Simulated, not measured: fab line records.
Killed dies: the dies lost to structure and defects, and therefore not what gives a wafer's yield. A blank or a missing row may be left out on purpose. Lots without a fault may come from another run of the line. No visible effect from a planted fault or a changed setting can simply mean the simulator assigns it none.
fab line records    flow sky130
[record] lots = 13  wafers = 39  last_day = 50
route steps=708 shown LI_CONTACT@384 LOCAL_INTERCONNECT@398 CONTACT@406 PAD_OPEN@708
lots that met no fault: taken from a fault-free run of the same line
start_h: the number of hours between the record's first day and the start of the first shown wafer of the lot    wait_h: hours elapsed since this lot's preceding step    " identical to the entry in the row above    L1.1+2: a single row standing in for several wafers    - no value present, or no start provided    * or withheld: withheld    < > ~ a bound
route shown NAME@n: names a module that has steps shown in the file, with the first one's number in the route    usual: average and standard deviation across the fault-free wafers    same: alike in all rows    chamber/n: place in a boat    sites: per-site readings    _std_site: the standard deviation of these    _edge_site: inner sites' mean taken away from outer sites' mean    radius_mm: how far each site lies from the wafer's centre    mask NAME#n: copy n    behind: the most recent tool/chamber to have shaped the wafer    hold: what put the lot on hold/how long, in hours/how the hold closed    device: which transistor (n, p or np) failed to switch    end of line: tests run on the same wafers once the route is complete    a step given without rows: its recipe and nothing more    killed: dies that structure and defects cost at the first sort, which is not the same as the wafer's yield    map: per-die view of a wafer (x killed, . not killed, _ where there is no die)
set.NAME: the setting that was run; set.NAME@STEP: the one run at that earlier step    model.NAME: the simulator's own value behind a step, which no gauge read
one table for each step of the route and one row for each wafer, over a sample of lots
services: from which hour (start_h, from the record's first day; less than 0 if before it) a tool's chamber was out of use, for how many hours, and why
[[steps]]
[step SKY_LI_CONTACT_RS_MEAS_22]
[recipe] thk_meas_gauge = four-point-probe  reads = W_of_LI_CONTACT_CVD_21+TiN_of_LI_CONTACT_SPUTTER_20+Ti_of_LI_CONTACT_SPUTTER_19
[usual] LI_CONTACT_W_RS = 0.2841/0.0028
lot.wafer  tool           chamber  start_h  wait_h  LI_CONTACT_W_RS[ohm/sq]
L204.2     film_metro-02  -        714.36   0.1     0.2820
L204.3     "              -        "        "       0.2839
L204.5     "              -        "        "       0.2799
L201.3     film_metro-01  -        715.40   0.1     0.2804
L201.4     "              -        "        "       0.2804
L201.5     "              -        "        "       0.2796
L203.2     film_metro-01  -        715.73   0.1     0.2829
L203.3     "              -        "        "       0.2838
L203.6     "              -        "        "       0.2864
L205.1     film_metro-04  -        716.93   0.1     0.2854
L205.3     "              -        "        "       0.2839
L205.5     "              -        "        "       0.2853
L208.3     film_metro-02  -        735.00   0.1     0.2853
L208.4     "              -        "        "       0.2856
L208.6     "              -        "        "       0.2852
L209.1     film_metro-02  -        748.00   0.1     0.2841
L209.2     "              -        "        "       0.2790
L209.5     "              -        "        "       0.2824
L211.2     film_metro-01  -        759.90   0.1     0.2849
L211.4     "              -        "        "       0.2822
L211.6     "              -        "        "       0.2846
L210.3     film_metro-04  -        761.15   0.1     0.2825
L210.4     "              -        "        "       0.2836
L210.6     "              -        "        "       0.2822
L212.2     film_metro-01  -        764.14   0.1     0.2818
L212.3     "              -        "        "       0.2910
L212.6     "              -        "        "       0.2842
L214.1     film_metro-04  -        812.48   0.1     0.2870
L214.2     "              -        "        "       0.2854
L214.4     "              -        "        "       0.2901
L217.1     film_metro-04  -        817.96   0.1     0.2867
L217.3     "              -        "        "       0.2835
L217.5     "              -        "        "       0.2882
L221.2     film_metro-01  -        842.05   0.1     0.2805
L221.3     "              -        "        "       0.2800
L221.6     "              -        "        "       0.2801
L222.3     film_metro-02  -        854.70   0.1     0.2856
L222.4     "              -        "        "       0.2823
L222.5     "              -        "        "       0.2795
[step SKY_LOCAL_INTERCONNECT_CD_MEAS_11]
[recipe] target_cd_nm = 170
[usual] cd_nm = 170.1/1.4
lot.wafer  tool       chamber  start_h  wait_h  cd_nm
L204.2     cd_sem-02  -        743.56   -       167.5
L204.3     "          -        "        "       168.7
L204.5     "          -        "        "       166.8
L201.3     cd_sem-01  -        743.95   -       170.7
L201.4     "          -        "        "       171.3
L201.5     "          -        "        "       172.1
L203.2     cd_sem-01  -        744.64   -       170.5
L203.3     "          -        "        "       169.6
L203.6     "          -        "        "       170.0
L205.1     cd_sem-02  -        745.87   -       169.0
L205.3     "          -        "        "       168.8
L205.5     "          -        "        "       168.2
L208.3     cd_sem-02  -        763.63   -       169.5
L208.4     "          -        "        "       171.1
L208.6     "          -        "        "       169.1
L209.1     cd_sem-02  -        776.06   -       170.7
L209.2     "          -        "        "       171.2
L209.5     "          -        "        "       171.7
L211.2     cd_sem-01  -        787.09   -       171.1
L211.4     "          -        "        "       171.1
L211.6     "          -        "        "       172.3
L210.3     cd_sem-01  -        788.26   -       170.6
L210.4     "          -        "        "       170.2
L210.6     "          -        "        "       170.3
L212.2     cd_sem-01  -        790.56   -       168.5
L212.3     "          -        "        "       170.2
L212.6     "          -        "        "       169.7
L214.1     cd_sem-01  -        839.27   -       171.7
L214.2     "          -        "        "       173.2
L214.4     "          -        "        "       172.1
L217.1     cd_sem-01  -        843.97   -       171.8
L217.3     "          -        "        "       170.7
L217.5     "          -        "        "       171.9
L221.2     cd_sem-01  -        868.99   -       170.0
L221.3     "          -        "        "       169.7
L221.6     "          -        "        "       170.0
L222.3     cd_sem-01  -        881.08   -       169.9
L222.4     "          -        "        "       169.8
L222.5     "          -        "        "       169.2
[step SKY_CONTACT_CVD_00]
[recipe] material = Si3N4  target_thk_nm = 75  temp_c = 400  time_s = withheld  rf_w = 450
[usual] heater_power_w = 760/66
lot.wafer  tool      chamber  start_h  wait_h  heater_power_w
L204.2     pecvd-02  1        744.40   0.0     728
L204.3     "         2        "        "       629
L204.5     "         0        "        "       739
L201.3     pecvd-04  2        744.77   0.0     739
L201.4     "         0        "        "       892
L201.5     "         1        "        "       851
L203.2     pecvd-01  0        745.48   0.0     835
L203.3     "         1        "        "       657
L203.6     "         0        "        "       824
L205.1     pecvd-02  0        746.73   0.0     766
L205.3     "         2        "        "       639
L205.5     "         2        "        "       628
L208.3     pecvd-04  0        764.58   0.0     901
L208.4     "         0        "        "       858
L208.6     "         1        "        "       841
L209.1     pecvd-04  0        776.92   0.0     831
L209.2     "         2        "        "       778
L209.5     "         0        "        "       828
L211.2     pecvd-02  0        787.95   0.0     737
L211.4     "         1        "        "       778
L211.6     "         2        "        "       739
L210.3     pecvd-01  0        789.08   0.0     834
L210.4     "         1        "        "       662
L210.6     "         0        "        "       824
L212.2     pecvd-04  2        791.44   0.0     656
L212.3     "         1        "        "       840
L212.6     "         2        "        "       658
L214.1     pecvd-04  2        840.47   0.0     665
L214.2     "         0        "        "       908
L214.4     "         2        "        "       682
L217.1     pecvd-01  2        844.83   0.0     761
L217.3     "         1        "        "       719
L217.5     "         2        "        "       766
L221.2     pecvd-02  0        869.83   0.0     766
L221.3     "         2        "        "       696
L221.6     "         1        "        "       725
L222.3     pecvd-02  0        881.90   0.0     676
L222.4     "         1        "        "       721
L222.5     "         2        "        "       636
[step SKY_CONTACT_CMP_04]
[recipe] material = SiO2  down_force_psi = 4  platen_rpm = 60  pad_velocity_m_s = 0.94248
[usual] head_pressure_psi = 4.000/0.0092  motor_current_A = 12.4/1.4  time_to_endpoint_s = 83/5.9
lot.wafer  tool    chamber  start_h  wait_h  head_pressure_psi  motor_current_A  time_to_endpoint_s
L204.2     cmp-01  3        744.73   0.1     4.002              12.6             77
L204.3     "       0        "        "       4.009              13.0             86
L204.5     "       2        "        "       4.000              13.0             72
L201.4     cmp-01  1        744.99   0.0     4.010              14.0             79
L201.3     "       0        "        "       4.004              12.3             85
L201.5     "       1        "        "       4.010              13.7             74
L203.2     cmp-01  0        745.75   0.1     3.998              12.4             83
L203.3     "       2        "        "       3.985              12.7             75
L203.6     "       0        "        "       3.995              12.7             83
L205.3     cmp-01  0        746.95   0.0     4.002              12.6             85
L205.1     "       3        "        "       4.005              12.9             82
L205.5     "       0        "        "       3.995              12.7             88
L208.3     cmp-01  0        764.90   0.1     4.012              12.5             90
L208.4     "       1        "        "       3.997              15.0             76
L208.6     "       2        "        "       3.991              13.1             77
L209.2     cmp-01  3        777.15   0.0     4.001              12.6             88
L209.1     "       1        "        "       3.987              14.9             84
L209.5     "       0        "        "       3.989              13.0             84
L211.2     cmp-01  3        788.22   0.1     4.000              13.3             91
L211.4     "       0        "        "       3.989              12.6             97
L211.6     "       3        "        "       3.999              12.4             94
L210.3     cmp-02  3        789.31   0.0     4.001              10.5             75
L210.4     "       0        "        "       4.006              10.3             89
L210.6     "       0        "        "       4.000              10.1             89
L212.2     cmp-02  1        791.78   0.1     4.007              12.3             87
L212.3     "       2        "        "       4.012              13.7             76
L212.6     "       0        "        "       4.006              10.7             83
L214.1     cmp-02  0        840.69   0.1     4.011              10.5             88
L214.2     "       1        "        "       3.998              14.1             94
L214.4     "       2        "        "       3.998              13.8             88
L217.3     cmp-02  0        845.10   0.1     3.996              10.7             89
L217.1     "       1        "        "       4.015              12.5             92
L217.5     "       0        "        "       3.987              10.9             89
L221.3     cmp-02  2        870.10   0.1     2.522              10.9             109
L221.2     "       3        "        "       2.528              8.0              108
L221.6     "       1        "        "       2.525              9.3              108
L222.3     cmp-02  0        882.23   0.1     2.523              7.9              113
L222.4     "       1        "        "       2.516              9.3              111
L222.5     "       2        "        "       2.527              10.7             106
[step SKY_CONTACT_ETCH_17]
[recipe] target = SiO2  chemistry = C4F8/O2/Ar  stop_on = Si3N4  mask_material = KrF-thick  source_w = 1500  bias_w = 1200  pressure_mtorr = 40  c4f8_flow_sccm = withheld  O2_flow_sccm = 6  Ar_flow_sccm = 300  time_s = withheld  target_depth_a = 3400
[usual] oes_product_au = 0.891/0.0051
lot.wafer  tool         chamber  start_h  wait_h  oes_product_au
L204.2     rie_diel-04  2        772.66   0.0     0.895
L204.3     "            0        "        "       0.897
L204.5     "            2        "        "       0.886
L201.3     rie_diel-03  2        773.01   0.0     0.898
L201.4     "            3        "        "       0.889
L201.5     "            3        "        "       0.890
L203.2     rie_diel-04  1        773.90   0.0     0.886
L203.3     "            0        "        "       0.894
L203.6     "            2        "        "       0.895
L205.1     rie_diel-02  2        775.06   0.0     0.891
L205.3     "            1        "        "       0.898
L205.5     "            1        "        "       0.898
L208.3     rie_diel-02  3        791.80   0.0     0.892
L208.4     "            0        "        "       0.888
L208.6     "            0        "        "       0.885
L209.1     rie_diel-03  1        803.55   0.0     0.890
L209.2     "            3        "        "       0.891
L209.5     "            0        "        "       0.892
L211.2     rie_diel-04  2        814.72   0.0     0.892
L211.4     "            1        "        "       0.893
L211.6     "            2        "        "       0.881
L210.3     rie_diel-02  1        816.97   0.0     0.889
L210.4     "            2        "        "       0.894
L210.6     "            0        "        "       0.895
L212.2     rie_diel-03  3        818.95   0.0     0.891
L212.3     "            2        "        "       0.895
L212.6     "            3        "        "       0.884
L214.1     rie_diel-04  0        867.16   0.0     0.895
L214.2     "            2        "        "       0.890
L214.4     "            1        "        "       0.899
L217.1     rie_diel-04  0        871.60   0.0     0.898
L217.3     "            1        "        "       0.893
L217.5     "            3        "        "       0.894
L221.2     rie_diel-03  0        896.41   0.0     0.944
L221.3     "            2        "        "       0.948
L221.6     "            3        "        "       0.953
L222.3     rie_diel-03  3        907.71   0.0     0.950
L222.4     "            0        "        "       0.953
L222.5     "            2        "        "       0.958
[step SKY_PAD_OPEN_PROBE_99]
[usual] killed_at_M0_to_M3 = 45/7.5  killed_at_M4_up = 2.8/1.9  killed_at_contacts = 25/5.5  killed_at_front_end = 14/4  killed_at_other = 0.3/0.75  killed_dies = 87/9.4  killed_open = 47/6.6  killed_short = 39/6.6
[same] gross_dies = 492  killed_at_back_side = 0
lot.wafer  tool       chamber  start_h  wait_h  killed_at_M0_to_M3  killed_at_M4_up  killed_at_contacts  killed_at_front_end  killed_at_other  killed_dies  killed_open  killed_short
L208.3     prober-01  -        1122.26  0.2     36                  5                24                  12                   0                77           44           33
L208.4     prober-01  -        1122.31  0.2     34                  4                20                  22                   0                80           40           40
L208.6     prober-01  -        1122.41  0.2     45                  4                19                  10                   1                79           44           35
L210.3     prober-02  -        1139.73  0.2     46                  2                20                  13                   0                81           46           35
L210.4     prober-02  -        1139.78  0.2     38                  1                26                  14                   0                79           47           32
L210.6     prober-02  -        1139.88  0.2     50                  3                29                  18                   0                100          54           46
L212.2     prober-01  -        1142.31  0.1     47                  2                22                  23                   0                94           45           49
L212.3     prober-01  -        1142.36  0.2     34                  6                24                  18                   1                83           38           45
L212.6     prober-01  -        1142.51  0.2     55                  6                22                  13                   0                96           45           51
L221.2     prober-02  -        1196.22  0.1     37                  2                31                  9                    0                79           41           38
L221.3     prober-02  -        1196.27  0.2     55                  2                31                  15                   0                103          62           41
L221.6     prober-02  -        1196.42  0.2     41                  1                31                  15                   1                89           48           41
L222.3     prober-01  -        1202.81  0.2     43                  2                19                  11                   1                76           42           32
L222.4     prober-01  -        1202.86  0.2     42                  1                14                  17                   0                74           41           33
L222.5     prober-01  -        1202.91  0.2     46                  2                19                  16                   0                83           46           37
// killed by level:class
L208.3 LI_CONTACT:geometric_particle:open=8 VIA1:geometric_particle:open=8 CONTACT:geometric_particle:open=6 VIA2:geometric_particle:open=6 VIA3:geometric_particle:open=6 FIELD_ISO:geometric_particle:short=4 CONTACT:geometric_particle:short=4 METAL2:geometric_particle:short=4
L208.4 FIELD_ISO:geometric_particle:short=12 VIA1:geometric_particle:open=11 LI_CONTACT:geometric_particle:open=6 CONTACT:geometric_particle:short=6 CONTACT:geometric_particle:open=6 VIA3:geometric_particle:short=4 VIA3:geometric_particle:open=4 METAL4:geometric_particle:short=3
L208.6 VIA1:geometric_particle:open=9 CONTACT:geometric_particle:open=8 METAL1:geometric_particle:short=7 VIA3:geometric_particle:open=7 METAL1:geometric_particle:open=6 LI_CONTACT:geometric_particle:open=4 METAL2:geometric_particle:short=4 CONTACT:geometric_particle:short=4
L210.3 METAL2:geometric_particle:short=9 VIA3:geometric_particle:open=9 CONTACT:geometric_particle:open=8 VIA1:geometric_particle:open=8 VIA2:geometric_particle:open=6 LI_CONTACT:geometric_particle:open=5 FIELD_ISO:geometric_particle:open=4 METAL1:geometric_particle:short=4
L210.4 CONTACT:geometric_particle:open=14 VIA1:geometric_particle:open=10 CONTACT:geometric_particle:short=5 VIA2:geometric_particle:short=5 VIA2:geometric_particle:open=5 POLY_GATE:geometric_particle:open=4 LI_CONTACT:geometric_particle:open=4 POLY_GATE:geometric_particle:short=3
L210.6 LI_CONTACT:geometric_particle:open=10 CONTACT:geometric_particle:open=10 METAL2:geometric_particle:short=9 VIA2:geometric_particle:open=8 FIELD_ISO:geometric_particle:short=7 VIA1:geometric_particle:open=7 VIA3:geometric_particle:open=7 POLY_GATE:geometric_particle:open=5
L212.2 VIA1:geometric_particle:short=11 CONTACT:geometric_particle:open=10 VIA1:geometric_particle:open=7 VIA2:geometric_particle:short=7 VIA3:geometric_particle:open=6 FIELD_ISO:geometric_particle:open=5 POLY_GATE:geometric_particle:open=5 CONTACT:geometric_particle:short=5
L212.3 FIELD_ISO:geometric_particle:short=8 VIA2:geometric_particle:open=7 CONTACT:geometric_particle:open=6 LI_CONTACT:geometric_particle:open=6 VIA1:geometric_particle:short=6 CONTACT:geometric_particle:short=5 VIA3:geometric_particle:open=5 METAL4:geometric_particle:short=5
L212.6 VIA3:geometric_particle:open=13 METAL2:geometric_particle:short=11 VIA1:geometric_particle:open=9 LOCAL_INTERCONNECT:geometric_particle:short=8 VIA2:geometric_particle:open=7 CONTACT:geometric_particle:short=6 FIELD_ISO:geometric_particle:open=5 CONTACT:geometric_particle:open=5
L221.2 CONTACT:geometric_particle:open=11 CONTACT:geometric_particle:short=10 LI_CONTACT:geometric_particle:open=8 VIA3:geometric_particle:open=6 METAL1:geometric_particle:short=6 VIA1:geometric_particle:short=6 VIA1:geometric_particle:open=6 VIA2:geometric_particle:open=4
L221.3 VIA1:geometric_particle:open=14 VIA3:geometric_particle:open=10 CONTACT:geometric_particle:open=9 VIA2:geometric_particle:open=8 METAL2:geometric_particle:short=7 LI_CONTACT:geometric_particle:open=6 CONTACT:geometric_particle:short=6 LOCAL_INTERCONNECT:geometric_particle:short=5
L221.6 CONTACT:geometric_particle:open=14 METAL2:geometric_particle:short=8 CONTACT:geometric_particle:short=7 METAL1:geometric_particle:short=7 VIA1:geometric_particle:open=7 FIELD_ISO:geometric_particle:open=5 VIA2:geometric_particle:open=5 LI_CONTACT:geometric_particle:open=4
L222.3 VIA3:geometric_particle:open=10 CONTACT:geometric_particle:open=7 VIA1:geometric_particle:open=6 FIELD_ISO:geometric_particle:short=5 LI_CONTACT:geometric_particle:open=5 VIA2:geometric_particle:open=5 METAL1:geometric_particle:short=4 METAL2:geometric_particle:short=4
L222.4 VIA1:geometric_particle:open=7 VIA3:geometric_particle:open=7 CONTACT:geometric_particle:open=6 POLY_GATE:geometric_particle:open=5 METAL1:geometric_particle:short=5 FIELD_ISO:geometric_particle:short=4 VIA1:geometric_particle:short=4 VIA2:geometric_particle:open=4
L222.5 LI_CONTACT:geometric_particle:open=8 VIA2:geometric_particle:open=8 METAL2:geometric_particle:short=6 VIA3:geometric_particle:open=6 FIELD_ISO:geometric_particle:short=5 METAL1:geometric_particle:short=5 VIA1:geometric_particle:short=5 VIA1:geometric_particle:open=5
[[services]]
tool         chamber  start_h  hours  kind
pecvd-02     2        728.01   8.8    repair
cmp-02       -        744.22   4.0    pm
cmp-02       -        764.61   3.3    repair
cmp-02       -        780.28   3.7    repair
pecvd-02     0        780.71   5.6    repair
pecvd-04     0        787.77   4.9    repair
rie_diel-02  1        797.92   6.8    repair
rie_diel-04  0        812.35   6.4    repair
cmp-01       -        816.18   3.3    repair
rie_diel-04  -        818.56   14.6   pm
cmp-01       -        819.44   6.5    pm
rie_diel-02  -        842.74   2.8    pm
rie_diel-04  -        848.34   0.3    repair
pecvd-02     -        849.72   0.8    repair
rie_diel-04  2        851.27   2.9    repair
cmp-01       -        851.39   2.0    repair
rie_diel-02  -        855.28   13.5   repair
pecvd-04     -        856.10   5.5    pm
pecvd-01     1        866.53   2.5    repair
cmp-02       -        877.33   2.5    pm
rie_diel-02  0        877.87   22.9   repair
rie_diel-02  3        877.87   4.5    repair
cmp-02       -        880.20   1.4    repair
rie_diel-04  0        887.97   12.9   repair
[[key]]
[first_sign] step = SKY_CONTACT_CMP_04  reading = head_pressure_psi  direction = down  sigmas = 99+  usual = 4.000  struck = 2.523
[effect] step = SKY_CONTACT_CMP_04  reading = time_to_endpoint_s  direction = up  sigmas = 4.5  usual = *  struck = *
[effect] step = SKY_CONTACT_ETCH_17  reading = oes_product_au  direction = up  sigmas = 12  usual = 0.891  struck = 0.951
met_at SKY_CONTACT_CMP_04
struck_lots L221,L222
tester_left_out L221,L222
not_acting_at SKY_LI_CONTACT_RS_MEAS_22,SKY_LOCAL_INTERCONNECT_CD_MEAS_11,SKY_CONTACT_CVD_00
onset_between 845.10 870.10
[fault] kind = process_parameter_drift  tool = cmp-02  chamber = -  onset_h = 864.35  steps = SKY_CONTACT_CMP_04  channel = down_force_psi  offset = -1.479  shape = step  end_h = 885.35  acts_in = these_recipes_only  stated = 4
// tester_left_out: of these lots the tester's yield and bins aren't shown, on N5 and GAA mostly nor the transistor test; their killed dies are dies lost to structure and defects alone, not to doping, threshold or leakage, so they don't give the yield
